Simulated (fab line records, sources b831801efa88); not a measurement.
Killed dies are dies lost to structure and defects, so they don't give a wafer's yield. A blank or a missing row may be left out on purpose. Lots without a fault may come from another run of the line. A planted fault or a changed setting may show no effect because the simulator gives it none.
Problem report in the 8D (eight disciplines) form, filled by code | flow sky130 | the parts of the form that need people (team, actions taken, sign-off) are left out

1. THE PROBLEM
strip_time_to_endpoint_s at SKY_CONTACT_STRIP_19 reads a mean of 3.747 s on 1 wafer of 1 lot; wafers without a fault read 3.615 s with a standard deviation of 0.027. That is +4.9 standard deviations from the usual mean.
The step: strips in O2/N2.
First seen on wafer L597.3, day 35 12:02, on plasma_asher-03. The record holds 13 wafers of 5 lots with a number at this step. Rule for "out", or "out of limits": more than 4 standard deviations from the usual mean. The other wafers with a number count as sound.

2. WHAT IT IS AND WHAT IT IS NOT
question                    | is                       | is not
which readings at this step | strip_time_to_endpoint_s | drypump_motor_current_A, oes_product_au
which lots                  | L597                     | L600, L607, L610, L611
which wafers of those lots  | all that have a number   | -
read on which tools         | plasma_asher-03          | plasma_asher-01, plasma_asher-04
when                        | from day 35 12:02        | up to then (0 sound wafers); but 12 sound wafers of L600, L607, L610, L611 came after

3. SUSPECTS, AND WHAT RULES EACH OUT
Counting: a tool at a process step up to the reading stays a suspect if it ran every lot that is out and no sound lot after the first of them.
- rie_diel-01 at SKY_CONTACT_ETCH_16 (etches BARC in N2/H2, stops on SiO2, time 45.9 s, target depth 60 nm): ruled out as a lasting fault. Sound lots L610 ran on it after its first lot that is out, L597 (day 35 11:52).
- rie_diel-01 at SKY_CONTACT_ETCH_17 (etches SiO2 in C4F8/O2/Ar, stops on Si3N4, target depth 340 nm): ruled out as a lasting fault. Sound lots L610 ran on it after its first lot that is out, L597 (day 35 11:55).
- rie_diel-01 at SKY_CONTACT_ETCH_18 (etches Si3N4 in CHF3/O2, stops on TiN, time 39 s, target depth 75 nm): ruled out as a lasting fault. Sound lots L610 ran on it after its first lot that is out, L597 (day 35 12:02). SKY_CONTACT_ETCH_18 gives no start for some lots, so the hours and the order of its lots are those of SKY_CONTACT_STRIP_19.
- plasma_asher-03 at SKY_CONTACT_STRIP_19 (strips in O2/N2): ruled out as a lasting fault. Sound lots L610, L611 ran on it after its first lot that is out, L597 (day 35 12:02).
Left after counting: nothing in the record.

4. THE CAUSE (what the simulator had put in)
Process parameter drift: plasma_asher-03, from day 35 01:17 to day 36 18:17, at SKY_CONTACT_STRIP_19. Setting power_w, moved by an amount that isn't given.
Counting ruled it out, wrongly.

5. THE CHAIN OF EFFECTS, in route order
Each row: a reading whose mean over the struck wafers that have a number lies more than 3 standard deviations from the usual. Only readings for which the record gives a usual standard deviation are gone through. hours: the time from each lot's start at the first step in this table that gives one to its start at this step, as a median over the lots. sigmas: the change in usual standard deviations.
hours | step                 | reading                  | usual   | on struck wafers | change | sigmas
0     | SKY_CONTACT_STRIP_19 | strip_time_to_endpoint_s | 3.615 s | 3.747            | +0.132 | +4.9
The process steps in it:
- SKY_CONTACT_STRIP_19: strips in O2/N2.

6. WHAT WOULD HAVE CAUGHT IT SOONER
In this record the first reading out of limits was taken at day 35 12:02, 11 hours after the fault began at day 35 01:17.
